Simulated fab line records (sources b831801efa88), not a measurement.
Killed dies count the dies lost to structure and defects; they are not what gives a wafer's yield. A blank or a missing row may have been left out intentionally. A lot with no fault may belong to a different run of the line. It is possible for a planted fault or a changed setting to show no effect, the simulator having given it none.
Chamber matching | flow gf180mcu | GF_V5_CMP_04 on cmp-01 has 4 sister chambers
The step polishes SiO2. 7 wafers are shown with their chamber, then 8 later ones without.

WAFERS, EACH WITH ITS CHAMBER
wafer  | chamber | motorCurrentA (A)
L458.3 | 1       | 12.0
L460.2 | 2       | 12.4
L460.4 | 0       | 11.8
L462.1 | 2       | 11.3
L462.2 | 3       | 13.8
L462.6 | 3       | 13.7
L464.1 | 0       | 11.8

WAFERS WHOSE CHAMBER IS MISSING
wafer  | motorCurrentA (A)
L464.2 | 11.4
L464.4 | 11.6
L473.2 | 11.4
L473.4 | 14.9
L473.6 | 11.7
L475.1 | 11.2
L475.4 | 12.6
L475.5 | 11.8

WHICH CHAMBER EACH WENT THROUGH
wafer  | from the rows above               | in truth
L464.2 | can't be placed: 0 or 2 or 1      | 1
L464.4 | can't be placed: 0 or 2 or 1      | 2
L473.2 | can't be placed: 0 or 2 or 1      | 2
L473.4 | 3                                 | 3
L473.6 | can't be placed: 0 or 2 or 1      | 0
L475.1 | can't be placed: 0 or 2 or 1      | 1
L475.4 | can't be placed: 1 or 2 or 0 or 3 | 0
L475.5 | can't be placed: 0 or 2 or 1      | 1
Correctly placed: 1 of 8. Not placeable from these rows: 7 (in 7, the candidates include the true chamber). Number placed wrongly: 0.
How it was worked out, from the rows above alone: a wafer's distance from a chamber is the root of the sum, over the readings, of the square of ((its reading less the chamber's mean) divided by the reading's scatter). If the next closest chamber is less than 2 further off than the closest, the wafer can't be placed; otherwise it belongs to the closest. Each chamber's mean is taken over the wafers shown for it. The scatter: take each reading less its chamber's mean, square it, sum over the shown wafers, divide by the number of wafers less the number of chambers, and take the root.
